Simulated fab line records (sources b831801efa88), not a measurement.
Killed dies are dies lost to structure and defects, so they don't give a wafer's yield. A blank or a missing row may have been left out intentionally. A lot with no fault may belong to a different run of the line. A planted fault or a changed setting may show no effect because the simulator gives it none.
fab line records + flow sky130
record
- lots=14
- wafers=42
- last_day=50
route steps=708 shown SD_N@350 LI_CONTACT@382 LOCAL_INTERCONNECT@388 PAD_OPEN@708
lots untouched by any fault: they come from a run of this same line in which no faults occurred
start_h: hours from the record's opening day to when the first of the lot's shown wafers began + wait_h: hours since the lot's step before + " identical to the entry in the row above + L1.1+2: a single row standing in for several wafers + - either no value or no given start + * or withheld: withheld + < > ~ a bound
route shown NAME@n: a module of which the file shows steps, and the number in the route of the first + usual: average and standard deviation across the fault-free wafers + same: alike in all rows + chamber/n: place in a boat + sites: each site's reading + _std_site: standard deviation of those values + _edge_site: inner sites' mean taken away from outer sites' mean + radius_mm: for every site, how far away it sits from the centre of the wafer + mask NAME#n: copy n + behind: the tool/chamber that last shaped the wafer + hold: what put the lot on hold/how long, in hours/how the hold closed + device: which transistor (n, p or np) failed to switch + end of line: the tests these same wafers got at the end of their route + step lacking rows: just its recipe + killed: dies lost to structure and defects at the first sort, not the wafer's yield + map: a wafer's dies, marking killed ones x, the rest . and places with no die _
set.NAME: the setting as run; set.NAME@STEP: as run at that earlier step + model.NAME: the simulator's own value behind a step, which no gauge read
the route's steps for a sample of lots (tables are steps, rows are wafers)
services: from which hour (start_h, from the record's first day; less than 0 if before it) a tool's chamber was out of use, for how many hours, and why
## steps
# step SKY_SD_N_OVL_MEAS_08
# usual
- SD_N_OVL=-0.4/1.3
| lot.wafer | tool       | chamber | start_h | wait_h | SD_N_OVL[nm] |
|-----------|------------|---------|---------|--------|--------------|
| L697.1    | overlay-02 | -       | 662.93  | 0.1    | 0.2          |
| L697.2    | "          | -       | "       | "      | 1.5          |
| L697.4    | "          | -       | "       | "      | 2.7          |
| L700.2    | overlay-02 | -       | 693.36  | 0.1    | -1.1         |
| L700.3    | "          | -       | "       | "      | 0.1          |
| L700.6    | "          | -       | "       | "      | -1.1         |
| L701.1    | overlay-01 | -       | 699.58  | 0.1    | -0.3         |
| L701.2    | "          | -       | "       | "      | 0.7          |
| L701.6    | "          | -       | "       | "      | 0.5          |
| L702.1    | overlay-02 | -       | 703.48  | 0.1    | -0.9         |
| L702.2    | "          | -       | "       | "      | -1.7         |
| L702.4    | "          | -       | "       | "      | -1.8         |
| L703.1    | overlay-01 | -       | 729.25  | 0.1    | -1.1         |
| L703.4    | "          | -       | "       | "      | -0.5         |
| L703.6    | "          | -       | "       | "      | 0.0          |
| L705.2    | overlay-01 | -       | 734.33  | 0.1    | 0.7          |
| L705.4    | "          | -       | "       | "      | 0.1          |
| L705.6    | "          | -       | "       | "      | 1.5          |
| L707.1    | overlay-02 | -       | 745.74  | 0.1    | -2.1         |
| L707.5    | "          | -       | "       | "      | -1.1         |
| L707.6    | "          | -       | "       | "      | -1.3         |
| L708.3    | overlay-01 | -       | 753.97  | 0.1    | -0.6         |
| L708.4    | "          | -       | "       | "      | 0.3          |
| L708.6    | "          | -       | "       | "      | 0.8          |
| L710.1    | overlay-01 | -       | 762.51  | 0.1    | -1.9         |
| L710.3    | "          | -       | "       | "      | -2.3         |
| L710.5    | "          | -       | "       | "      | -3.0         |
| L713.2    | overlay-02 | -       | 791.45  | 0.1    | -0.4         |
| L713.5    | "          | -       | "       | "      | -1.7         |
| L713.6    | "          | -       | "       | "      | 0.2          |
| L714.2    | overlay-02 | -       | 800.91  | 0.1    | 0.7          |
| L714.3    | "          | -       | "       | "      | 1.6          |
| L714.5    | "          | -       | "       | "      | 2.4          |
| L715.1    | overlay-02 | -       | 808.00  | 0.1    | 2.7          |
| L715.2    | "          | -       | "       | "      | 1.3          |
| L715.6    | "          | -       | "       | "      | -0.5         |
| L716.1    | overlay-01 | -       | 810.50  | 0.1    | 0.7          |
| L716.2    | "          | -       | "       | "      | -0.7         |
| L716.4    | "          | -       | "       | "      | 0.0          |
| L717.2    | overlay-01 | -       | 816.36  | 0.1    | -1.4         |
| L717.3    | "          | -       | "       | "      | -1.6         |
| L717.4    | "          | -       | "       | "      | -1.1         |
# step SKY_SD_N_TW_MEAS_12
# usual
- SD_N_TW=3991/34
| lot.wafer | tool          | chamber | start_h | wait_h | SD_N_TW |
|-----------|---------------|---------|---------|--------|---------|
| L697.1    | film_metro-04 | -       | 663.36  | 0.1    | 4036    |
| L697.2    | "             | -       | "       | "      | 4059    |
| L697.4    | "             | -       | "       | "      | 4056    |
| L700.2    | film_metro-01 | -       | 693.80  | 0.1    | 3989    |
| L700.3    | "             | -       | "       | "      | 4013    |
| L700.6    | "             | -       | "       | "      | 3987    |
| L701.1    | film_metro-01 | -       | 700.01  | 0.1    | 3983    |
| L701.2    | "             | -       | "       | "      | 3998    |
| L701.6    | "             | -       | "       | "      | 3979    |
| L702.1    | film_metro-04 | -       | 703.91  | 0.1    | 4066    |
| L702.2    | "             | -       | "       | "      | 4029    |
| L702.4    | "             | -       | "       | "      | 4020    |
| L703.1    | film_metro-02 | -       | 729.69  | 0.1    | 3922    |
| L703.4    | "             | -       | "       | "      | 3935    |
| L703.6    | "             | -       | "       | "      | 3934    |
| L705.2    | film_metro-02 | -       | 734.77  | 0.1    | 3922    |
| L705.4    | "             | -       | "       | "      | 3944    |
| L705.6    | "             | -       | "       | "      | 3944    |
| L707.1    | film_metro-01 | -       | 746.18  | 0.1    | 3985    |
| L707.5    | "             | -       | "       | "      | 3976    |
| L707.6    | "             | -       | "       | "      | 3976    |
| L708.3    | film_metro-02 | -       | 754.41  | 0.1    | 4001    |
| L708.4    | "             | -       | "       | "      | 4001    |
| L708.6    | "             | -       | "       | "      | 4016    |
| L710.1    | film_metro-01 | -       | 762.95  | 0.1    | 3972    |
| L710.3    | "             | -       | "       | "      | 3987    |
| L710.5    | "             | -       | "       | "      | 3955    |
| L713.2    | film_metro-04 | -       | 791.89  | 0.1    | 4027    |
| L713.5    | "             | -       | "       | "      | 4009    |
| L713.6    | "             | -       | "       | "      | 4035    |
| L714.2    | film_metro-02 | -       | 801.35  | 0.1    | 4021    |
| L714.3    | "             | -       | "       | "      | 3986    |
| L714.5    | "             | -       | "       | "      | 3993    |
| L715.1    | film_metro-04 | -       | 808.44  | 0.1    | 4000    |
| L715.2    | "             | -       | "       | "      | 3987    |
| L715.6    | "             | -       | "       | "      | 4029    |
| L716.1    | film_metro-01 | -       | 810.94  | 0.1    | 3982    |
| L716.2    | "             | -       | "       | "      | 3965    |
| L716.4    | "             | -       | "       | "      | 3992    |
| L717.2    | film_metro-04 | -       | 816.80  | 0.1    | 4024    |
| L717.3    | "             | -       | "       | "      | 4042    |
| L717.4    | "             | -       | "       | "      | 4047    |
# step SKY_LI_CONTACT_SPUTTER_20
# recipe
- material=TiN
- target_thk_nm=20
- chamber_pressure_pa=5
- power_w=4000
- time_s=80
# usual
- cathode_dc_power_W=4000.0/0.74
- chamber_pressure_pa=5.001/0.01
- throttle_valve_pct=29.9/1.1
| lot.wafer | tool           | chamber | start_h | wait_h | cathode_dc_power_W | chamber_pressure_pa | throttle_valve_pct |
|-----------|----------------|---------|---------|--------|--------------------|---------------------|--------------------|
| L697.1    | pvd_sputter-01 | -       | 693.39  | 0.0    | 3999.7             | 4.998               | 30.5               |
| L697.2    | "              | -       | "       | "      | 4001.0             | 4.992               | 30.7               |
| L697.4    | "              | -       | "       | "      | 3999.6             | 5.000               | 29.9               |
| L700.2    | pvd_sputter-01 | -       | 723.32  | 0.0    | 3999.1             | 4.997               | 30.4               |
| L700.3    | "              | -       | "       | "      | 4000.1             | 5.002               | 29.9               |
| L700.6    | "              | -       | "       | "      | 4000.2             | 5.012               | 28.8               |
| L701.1    | pvd_sputter-02 | -       | 729.17  | 0.0    | 3999.2             | 5.008               | 29.4               |
| L701.2    | "              | -       | "       | "      | 4000.3             | 5.017               | 30.0               |
| L701.6    | "              | -       | "       | "      | 3999.5             | 4.991               | 29.5               |
| L702.1    | pvd_sputter-02 | -       | 732.37  | 0.0    | 3999.9             | 5.007               | 31.4               |
| L702.2    | "              | -       | "       | "      | 4000.9             | 4.992               | 29.8               |
| L702.4    | "              | -       | "       | "      | 4000.0             | 5.007               | 29.8               |
| L703.1    | pvd_sputter-04 | -       | 758.77  | 0.0    | 3999.8             | 4.993               | 29.6               |
| L703.4    | "              | -       | "       | "      | 4001.1             | 4.988               | 30.6               |
| L703.6    | "              | -       | "       | "      | 3999.2             | 4.987               | 30.7               |
| L705.2    | pvd_sputter-04 | -       | 763.49  | 0.0    | 4000.0             | 4.996               | 30.8               |
| L705.4    | "              | -       | "       | "      | 4000.3             | 4.998               | 31.2               |
| L705.6    | "              | -       | "       | "      | 4000.8             | 4.987               | 27.1               |
| L707.1    | pvd_sputter-02 | -       | 775.74  | 0.0    | -                  | -                   | -                  |
| L707.5    | "              | -       | "       | "      | -                  | -                   | -                  |
| L707.6    | "              | -       | "       | "      | -                  | -                   | -                  |
| L708.3    | pvd_sputter-02 | -       | 781.29  | 0.0    | -                  | -                   | -                  |
| L708.4    | "              | -       | "       | "      | -                  | -                   | -                  |
| L708.6    | "              | -       | "       | "      | -                  | -                   | -                  |
| L710.1    | pvd_sputter-02 | -       | 790.97  | 0.0    | 4000.4             | 5.000               | 31.0               |
| L710.3    | "              | -       | "       | "      | 3999.8             | 4.991               | 30.0               |
| L710.5    | "              | -       | "       | "      | 3999.6             | 4.998               | 29.2               |
| L713.2    | pvd_sputter-01 | -       | 820.11  | 0.0    | 3998.9             | 4.994               | 30.3               |
| L713.5    | "              | -       | "       | "      | 4000.2             | 5.008               | 30.8               |
| L713.6    | "              | -       | "       | "      | 4000.9             | 5.004               | 30.1               |
| L714.2    | pvd_sputter-01 | -       | 830.47  | 0.0    | 3999.9             | 5.016               | 29.8               |
| L714.3    | "              | -       | "       | "      | 3999.1             | 4.992               | 30.6               |
| L714.5    | "              | -       | "       | "      | 3999.7             | 5.012               | 30.0               |
| L715.1    | pvd_sputter-02 | -       | 837.67  | 0.0    | 3999.6             | 4.995               | 29.3               |
| L715.2    | "              | -       | "       | "      | 3999.6             | 4.992               | 29.6               |
| L715.6    | "              | -       | "       | "      | 3999.3             | 4.978               | 29.6               |
| L716.1    | pvd_sputter-02 | -       | 840.91  | 0.0    | 4000.6             | 4.987               | 31.2               |
| L716.2    | "              | -       | "       | "      | 4000.5             | 4.980               | 29.2               |
| L716.4    | "              | -       | "       | "      | 4000.8             | 5.018               | 29.9               |
| L717.2    | pvd_sputter-02 | -       | 845.94  | 0.0    | 4000.9             | 5.010               | 29.5               |
| L717.3    | "              | -       | "       | "      | 3998.6             | 4.994               | 31.1               |
| L717.4    | "              | -       | "       | "      | 4000.9             | 5.009               | 29.4               |
# step SKY_LOCAL_INTERCONNECT_RS_MEAS_01
# recipe
- thk_meas_gauge=four-point-probe
- reads=TiN_of_LOCAL_INTERCONNECT_SPUTTER_00
# usual
- LOCAL_INTERCONNECT_TIN_RS=14.18/0.14
| lot.wafer | tool          | chamber | start_h | wait_h | LOCAL_INTERCONNECT_TIN_RS[ohm/sq] |
|-----------|---------------|---------|---------|--------|-----------------------------------|
| L697.1    | film_metro-03 | -       | 694.12  | 0.0    | 14.25                             |
| L697.2    | "             | -       | "       | "      | 14.38                             |
| L697.4    | "             | -       | "       | "      | 14.33                             |
| L700.2    | film_metro-03 | -       | 724.07  | 0.1    | 14.15                             |
| L700.3    | "             | -       | "       | "      | 14.14                             |
| L700.6    | "             | -       | "       | "      | 14.20                             |
| L701.1    | film_metro-03 | -       | 729.90  | 0.0    | 14.16                             |
| L701.2    | "             | -       | "       | "      | 14.07                             |
| L701.6    | "             | -       | "       | "      | 14.01                             |
| L702.1    | film_metro-03 | -       | 733.10  | 0.0    | 14.23                             |
| L702.2    | "             | -       | "       | "      | 14.13                             |
| L702.4    | "             | -       | "       | "      | 14.24                             |
| L703.1    | film_metro-02 | -       | 759.50  | 0.0    | 14.31                             |
| L703.4    | "             | -       | "       | "      | 14.45                             |
| L703.6    | "             | -       | "       | "      | 14.19                             |
| L705.2    | film_metro-04 | -       | 764.24  | 0.1    | 14.17                             |
| L705.4    | "             | -       | "       | "      | 14.45                             |
| L705.6    | "             | -       | "       | "      | 14.24                             |
| L710.1    | film_metro-02 | -       | 791.70  | 0.0    | 14.03                             |
| L710.3    | "             | -       | "       | "      | 14.34                             |
| L710.5    | "             | -       | "       | "      | 14.27                             |
| L713.2    | film_metro-03 | -       | 820.86  | 0.1    | 14.10                             |
| L713.5    | "             | -       | "       | "      | 14.09                             |
| L713.6    | "             | -       | "       | "      | 13.95                             |
| L714.2    | film_metro-02 | -       | 831.22  | 0.1    | 14.25                             |
| L714.3    | "             | -       | "       | "      | 14.04                             |
| L714.5    | "             | -       | "       | "      | 14.36                             |
| L715.1    | film_metro-04 | -       | 838.40  | 0.0    | 14.39                             |
| L715.2    | "             | -       | "       | "      | 14.05                             |
| L715.6    | "             | -       | "       | "      | 14.01                             |
| L716.1    | film_metro-04 | -       | 841.64  | 0.0    | 14.07                             |
| L716.2    | "             | -       | "       | "      | 14.19                             |
| L716.4    | "             | -       | "       | "      | 14.09                             |
| L717.2    | film_metro-02 | -       | 846.69  | 0.1    | 14.07                             |
| L717.3    | "             | -       | "       | "      | 14.12                             |
| L717.4    | "             | -       | "       | "      | 14.03                             |
# step SKY_PAD_OPEN_PROBE_99
# usual
- killed_at_M0_to_M3=44/6.6
- killed_at_M4_up=3.0/2
- killed_at_contacts=24/5.1
- killed_at_front_end=15/4.1
- killed_at_other=0.4/0.62
- killed_dies=86/9.3
- killed_on_rim=17/3.7
- killed_open=46/6.8
- killed_short=40/5.8
# same
- gross_dies=492
- killed_at_back_side=0
| lot.wafer | tool      | chamber | start_h | wait_h | killed_at_M0_to_M3 | killed_at_M4_up | killed_at_contacts | killed_at_front_end | killed_at_other | killed_dies | killed_on_rim | killed_open | killed_short |
|-----------|-----------|---------|---------|--------|--------------------|-----------------|--------------------|---------------------|-----------------|-------------|---------------|-------------|--------------|
| L697.1    | prober-01 | -       | 1084.02 | 0.1    | 39                 | 1               | 32                 | 17                  | 0               | 89          | 21            | 55          | 34           |
| L697.2    | prober-01 | -       | 1084.07 | 0.1    | 40                 | 2               | 18                 | 13                  | 1               | 74          | 19            | 43          | 30           |
| L697.4    | prober-01 | -       | 1084.17 | 0.2    | 42                 | 1               | 28                 | 19                  | 1               | 91          | 14            | 50          | 40           |
| L700.2    | prober-01 | -       | 1107.83 | 0.1    | 50                 | 4               | 20                 | 16                  | 0               | 90          | 18            | 42          | 48           |
| L700.3    | prober-01 | -       | 1107.88 | 0.2    | 54                 | 3               | 24                 | 15                  | 0               | 96          | 20            | 54          | 40           |
| L700.6    | prober-01 | -       | 1108.03 | 0.2    | 33                 | 3               | 30                 | 18                  | 0               | 84          | 20            | 51          | 33           |
| L702.1    | prober-01 | -       | 1116.70 | 0.1    | 38                 | 1               | 32                 | 15                  | 0               | 86          | 13            | 42          | 44           |
| L702.2    | prober-01 | -       | 1116.75 | 0.1    | 47                 | 3               | 30                 | 20                  | 0               | 100         | 22            | 62          | 38           |
| L702.4    | prober-01 | -       | 1116.85 | 0.2    | 43                 | 2               | 21                 | 15                  | 0               | 81          | 16            | 43          | 38           |
| L703.1    | prober-02 | -       | 1139.28 | 0.1    | 44                 | 4               | 18                 | 10                  | 1               | 77          | 14            | 44          | 33           |
| L703.4    | prober-02 | -       | 1139.43 | 0.2    | 35                 | 3               | 23                 | 14                  | 0               | 75          | 19            | 36          | 39           |
| L703.6    | prober-02 | -       | 1139.53 | 0.2    | 40                 | 3               | 25                 | 7                   | 0               | 75          | 16            | 32          | 43           |
| L707.1    | prober-02 | -       | 1147.65 | 0.1    | 42                 | 2               | 440                | 8                   | 0               | 492         | 96            | 43          | 33           |
| L707.5    | prober-02 | -       | 1147.85 | 0.2    | 34                 | 3               | 443                | 12                  | 0               | 492         | 96            | 39          | 31           |
| L707.6    | prober-02 | -       | 1147.90 | 0.2    | 41                 | 4               | 432                | 15                  | 0               | 492         | 96            | 38          | 45           |
| L708.3    | prober-01 | -       | 1150.60 | 0.2    | 47                 | 5               | 422                | 18                  | 0               | 492         | 96            | 51          | 50           |
| L708.4    | prober-01 | -       | 1150.65 | 0.2    | 64                 | 2               | 411                | 14                  | 1               | 492         | 96            | 59          | 42           |
| L708.6    | prober-01 | -       | 1150.75 | 0.2    | 45                 | 2               | 434                | 11                  | 0               | 492         | 96            | 44          | 36           |
| L710.1    | prober-01 | -       | 1159.87 | 0.1    | 43                 | 2               | 29                 | 15                  | 0               | 89          | 26            | 44          | 45           |
| L710.3    | prober-01 | -       | 1159.97 | 0.2    | 59                 | 2               | 25                 | 15                  | 1               | 102         | 17            | 58          | 44           |
| L710.5    | prober-01 | -       | 1160.07 | 0.2    | 50                 | 3               | 35                 | 13                  | 0               | 101         | 22            | 64          | 37           |
| L713.2    | prober-02 | -       | 1178.91 | 0.1    | 54                 | 0               | 30                 | 17                  | 1               | 102         | 22            | 60          | 42           |
| L713.5    | prober-02 | -       | 1179.06 | 0.2    | 54                 | 2               | 23                 | 19                  | 0               | 98          | 19            | 58          | 40           |
| L713.6    | prober-02 | -       | 1179.11 | 0.2    | 47                 | 5               | 25                 | 20                  | 0               | 97          | 21            | 49          | 48           |
| L714.2    | prober-01 | -       | 1180.98 | 0.1    | 39                 | 4               | 17                 | 12                  | 1               | 73          | 14            | 41          | 31           |
| L714.3    | prober-01 | -       | 1181.03 | 0.2    | 41                 | 4               | 28                 | 11                  | 0               | 84          | 16            | 50          | 33           |
| L714.5    | prober-01 | -       | 1181.13 | 0.2    | 52                 | 1               | 22                 | 16                  | 1               | 92          | 16            | 49          | 43           |
| L715.1    | prober-01 | -       | 1187.44 | 0.1    | 36                 | 3               | 21                 | 11                  | 1               | 72          | 17            | 38          | 34           |
| L715.2    | prober-01 | -       | 1187.49 | 0.1    | 43                 | 1               | 22                 | 16                  | 1               | 83          | 22            | 48          | 35           |
| L715.6    | prober-01 | -       | 1187.69 | 0.2    | 42                 | 3               | 20                 | 15                  | 0               | 80          | 18            | 43          | 37           |
# killed by level:class
L697.1 VIA1:geometric_particle:open=16 CONTACT:geometric_particle:open=10 FIELD_ISO:geometric_particle:open=8 LI_CONTACT:geometric_particle:open=8 LOCAL_INTERCONNECT:geometric_particle:short=7 VIA1:geometric_particle:short=6 VIA2:geometric_particle:open=4 VIA3:geometric_particle:open=4
L697.2 VIA1:geometric_particle:open=11 CONTACT:geometric_particle:open=8 VIA2:geometric_particle:open=7 VIA3:geometric_particle:open=7 FIELD_ISO:geometric_particle:short=4 POLY_GATE:geometric_particle:short=4 VIA2:geometric_particle:short=4 METAL3:geometric_particle:short=4
L697.4 VIA1:geometric_particle:open=9 CONTACT:geometric_particle:open=9 LI_CONTACT:geometric_particle:open=8 VIA1:geometric_particle:short=8 FIELD_ISO:geometric_particle:open=6 POLY_GATE:geometric_particle:open=6 LOCAL_INTERCONNECT:geometric_particle:short=5 CONTACT:geometric_particle:short=5
L700.2 METAL2:geometric_particle:short=10 VIA2:geometric_particle:open=9 LI_CONTACT:geometric_particle:open=8 METAL1:geometric_particle:short=7 CONTACT:geometric_particle:open=6 VIA1:geometric_particle:open=6 VIA2:geometric_particle:short=6 FIELD_ISO:geometric_particle:open=4
L700.3 CONTACT:geometric_particle:open=13 VIA1:geometric_particle:open=11 VIA2:geometric_particle:open=11 VIA1:geometric_particle:short=6 VIA3:geometric_particle:open=6 CONTACT:geometric_particle:short=5 VIA2:geometric_particle:short=4 FIELD_ISO:geometric_particle:short=3
L700.6 CONTACT:geometric_particle:open=15 VIA1:geometric_particle:open=11 FIELD_ISO:geometric_particle:open=7 CONTACT:geometric_particle:short=7 LI_CONTACT:geometric_particle:open=5 VIA2:geometric_particle:open=5 FIELD_ISO:geometric_particle:short=4 METAL1:geometric_particle:short=4
L702.1 CONTACT:geometric_particle:open=11 METAL1:geometric_particle:short=8 LI_CONTACT:geometric_particle:open=7 VIA3:geometric_particle:open=7 POLY_GATE:geometric_particle:short=6 VIA1:geometric_particle:open=6 FIELD_ISO:geometric_particle:short=5 CONTACT:geometric_particle:short=5
L702.2 VIA1:geometric_particle:open=14 LI_CONTACT:geometric_particle:open=9 CONTACT:geometric_particle:open=9 METAL1:geometric_particle:short=8 FIELD_ISO:geometric_particle:open=7 LI_CONTACT:geometric_particle:short=6 VIA2:geometric_particle:open=5 VIA3:geometric_particle:open=5
L702.4 VIA1:geometric_particle:open=12 CONTACT:geometric_particle:open=10 VIA1:geometric_particle:short=7 VIA3:geometric_particle:open=6 POLY_GATE:geometric_particle:short=5 METAL1:geometric_particle:short=5 FIELD_ISO:geometric_particle:open=4 METAL2:geometric_particle:short=4
L703.1 CONTACT:geometric_particle:open=10 VIA2:geometric_particle:open=9 METAL2:geometric_particle:short=7 VIA1:geometric_particle:open=6 POLY_GATE:geometric_particle:short=4 VIA1:geometric_particle:short=4 CONTACT:geometric_particle:short=4 METAL1:geometric_particle:short=4
L703.4 METAL2:geometric_particle:short=9 LI_CONTACT:geometric_particle:open=8 FIELD_ISO:geometric_particle:short=7 CONTACT:geometric_particle:open=6 METAL1:geometric_particle:short=6 VIA1:geometric_particle:open=5 METAL3:geometric_particle:short=4 FIELD_ISO:geometric_particle:open=3
L703.6 VIA1:geometric_particle:open=9 VIA1:geometric_particle:short=8 METAL2:geometric_particle:short=7 CONTACT:geometric_particle:short=7 CONTACT:geometric_particle:open=7 LI_CONTACT:geometric_particle:open=5 METAL3:geometric_particle:short=4 VIA2:geometric_particle:open=4
L707.1 LI_CONTACT:area_sputter=416 VIA3:geometric_particle:open=10 VIA1:geometric_particle:open=8 VIA2:geometric_particle:open=7 LI_CONTACT:geometric_particle:open=6 CONTACT:geometric_particle:open=6 FIELD_ISO:geometric_particle:short=5 CONTACT:geometric_particle:short=4
L707.5 LI_CONTACT:area_sputter=420 CONTACT:geometric_particle:open=9 METAL1:geometric_particle:short=6 VIA2:geometric_particle:open=6 VIA3:geometric_particle:open=6 FIELD_ISO:geometric_particle:short=5 LI_CONTACT:geometric_particle:open=5 METAL3:geometric_particle:short=5
L707.6 LI_CONTACT:area_sputter=408 VIA1:geometric_particle:open=9 CONTACT:geometric_particle:open=9 METAL1:geometric_particle:short=8 VIA2:geometric_particle:open=8 FIELD_ISO:geometric_particle:short=7 CONTACT:geometric_particle:short=6 METAL2:geometric_particle:short=5
L708.3 LI_CONTACT:area_sputter=391 CONTACT:geometric_particle:open=13 LI_CONTACT:geometric_particle:open=11 METAL1:geometric_particle:short=10 VIA1:geometric_particle:open=8 METAL2:geometric_particle:short=6 POLY_GATE:geometric_particle:short=5 VIA1:geometric_particle:short=5
L708.4 LI_CONTACT:area_sputter=391 VIA1:geometric_particle:open=15 VIA3:geometric_particle:open=12 METAL1:geometric_particle:short=8 VIA2:geometric_particle:open=7 CONTACT:geometric_particle:open=7 VIA1:geometric_particle:short=7 POLY_GATE:geometric_particle:open=6
L708.6 LI_CONTACT:area_sputter=412 VIA1:geometric_particle:open=12 CONTACT:geometric_particle:open=10 VIA1:geometric_particle:short=7 LI_CONTACT:geometric_particle:open=6 VIA3:geometric_particle:short=6 VIA2:geometric_particle:open=5 FIELD_ISO:geometric_particle:open=4
L710.1 VIA1:geometric_particle:open=10 LOCAL_INTERCONNECT:geometric_particle:short=7 CONTACT:geometric_particle:open=7 FIELD_ISO:geometric_particle:short=6 VIA2:geometric_particle:open=6 CONTACT:geometric_particle:short=6 METAL2:geometric_particle:short=6 METAL1:geometric_particle:short=5
L710.3 VIA2:geometric_particle:open=13 CONTACT:geometric_particle:open=13 VIA1:geometric_particle:open=9 VIA3:geometric_particle:open=8 METAL2:geometric_particle:short=7 VIA3:geometric_particle:short=7 CONTACT:geometric_particle:short=6 FIELD_ISO:geometric_particle:open=5
L710.5 VIA1:geometric_particle:open=14 CONTACT:geometric_particle:open=12 LI_CONTACT:geometric_particle:open=11 VIA3:geometric_particle:open=8 LOCAL_INTERCONNECT:geometric_particle:short=7 METAL1:geometric_particle:short=7 CONTACT:geometric_particle:short=5 METAL1:geometric_particle:open=5
L713.2 VIA1:geometric_particle:open=15 CONTACT:geometric_particle:open=10 LI_CONTACT:geometric_particle:open=8 VIA3:geometric_particle:open=8 POLY_GATE:geometric_particle:open=6 VIA3:geometric_particle:short=6 POLY_GATE:geometric_particle:short=5 METAL1:geometric_particle:short=5
L713.5 VIA2:geometric_particle:open=11 LI_CONTACT:geometric_particle:open=10 VIA1:geometric_particle:open=9 VIA3:geometric_particle:open=8 CONTACT:geometric_particle:open=7 FIELD_ISO:geometric_particle:open=5 VIA2:geometric_particle:short=5 METAL2:geometric_particle:short=5
L713.6 CONTACT:geometric_particle:open=10 METAL2:geometric_particle:short=9 VIA1:geometric_particle:open=8 METAL1:geometric_particle:short=7 VIA2:geometric_particle:open=7 FIELD_ISO:geometric_particle:open=6 LOCAL_INTERCONNECT:geometric_particle:short=6 FIELD_ISO:geometric_particle:short=5
L714.2 VIA2:geometric_particle:open=12 CONTACT:geometric_particle:open=10 METAL1:geometric_particle:short=6 VIA1:geometric_particle:open=5 VIA3:geometric_particle:open=5 LI_CONTACT:geometric_particle:open=4 POLY_GATE:geometric_particle:short=4 VIA1:geometric_particle:short=4
L714.3 CONTACT:geometric_particle:open=13 VIA2:geometric_particle:open=11 METAL1:geometric_particle:short=7 CONTACT:geometric_particle:short=5 VIA1:geometric_particle:open=5 VIA3:geometric_particle:open=5 LI_CONTACT:geometric_particle:open=4 VIA1:geometric_particle:short=4
L714.5 CONTACT:geometric_particle:open=11 VIA3:geometric_particle:open=9 VIA1:geometric_particle:open=8 METAL1:geometric_particle:short=7 METAL2:geometric_particle:short=7 VIA2:geometric_particle:open=6 FIELD_ISO:geometric_particle:open=4 LOCAL_INTERCONNECT:geometric_particle:short=4
L715.1 VIA1:geometric_particle:open=10 VIA3:geometric_particle:open=8 METAL2:geometric_particle:short=6 LI_CONTACT:geometric_particle:short=5 LI_CONTACT:geometric_particle:open=5 LOCAL_INTERCONNECT:geometric_particle:short=4 CONTACT:geometric_particle:short=4 VIA2:geometric_particle:open=4
L715.2 VIA2:geometric_particle:open=10 POLY_GATE:geometric_particle:open=8 VIA1:geometric_particle:open=8 VIA3:geometric_particle:open=6 LOCAL_INTERCONNECT:geometric_particle:short=6 CONTACT:geometric_particle:open=6 METAL2:geometric_particle:short=6 LI_CONTACT:geometric_particle:open=5
L715.6 VIA1:geometric_particle:open=13 CONTACT:geometric_particle:open=9 METAL1:geometric_particle:short=6 VIA1:geometric_particle:short=6 POLY_GATE:geometric_particle:open=5 VIA2:geometric_particle:open=5 LI_CONTACT:geometric_particle:open=4 LOCAL_INTERCONNECT:geometric_particle:short=4
## services
| tool           | chamber | start_h | hours | kind                   |
|----------------|---------|---------|-------|------------------------|
| pvd_sputter-04 | 2       | 707.06  | -     | consumable_replace:kit |
| pvd_sputter-04 | 2       | 707.06  | 18.0  | scheduled_down         |
| pvd_sputter-04 | 2       | 707.06  | 18.0  | vent_cycle             |
| pvd_sputter-01 | 0       | 719.98  | -     | consumable_replace:kit |
| pvd_sputter-01 | 0       | 719.98  | 18.0  | scheduled_down         |
| pvd_sputter-01 | 0       | 719.98  | 18.0  | vent_cycle             |
| pvd_sputter-01 | -       | 744.41  | 60.3  | repair                 |
| pvd_sputter-01 | -       | 748.20  | 5.6   | repair                 |
| pvd_sputter-02 | 3       | 832.59  | -     | consumable_replace:kit |
| pvd_sputter-02 | 3       | 832.59  | 18.0  | scheduled_down         |
| pvd_sputter-02 | 3       | 832.59  | 18.0  | vent_cycle             |
| pvd_sputter-04 | -       | 843.98  | 14.7  | repair                 |
## key
first_sign
- step=SKY_LI_CONTACT_SPUTTER_20
- reading=tool_record
- direction=missing
effect
- step=SKY_PAD_OPEN_PROBE_99
- reading=killed_at_contacts
- direction=up
- sigmas=79
- usual=24
- struck=430
more_kills_born_at
- SKY_LI_CONTACT_SPUTTER_20@pvd_sputter-02=2434
met_at SKY_LI_CONTACT_SPUTTER_20
struck_lots L707,L708
later_rows_left_out L707.1,L707.5,L707.6,L708.3,L708.4,L708.6
tester_left_out L707,L708
not_acting_at SKY_SD_N_OVL_MEAS_08,SKY_SD_N_TW_MEAS_12,SKY_LOCAL_INTERCONNECT_RS_MEAS_01
onset_between 732.37 775.74
fault
- kind=skipped_step_whole
- tool=pvd_sputter-02
- chamber=-
- onset_h=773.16
- steps=SKY_LI_CONTACT_SPUTTER_20
- scope=struck_lots_only
# tester_left_out: of these lots the tester's yield and bins aren't shown, on N5 and GAA mostly nor the transistor test; their killed dies are dies lost to structure and defects alone, not to doping, threshold or leakage, so they don't give the yield
# later_rows_left_out: the simulator's readings of these wafers behind a module that went badly wrong aren't trusted and aren't shown, but for the sort
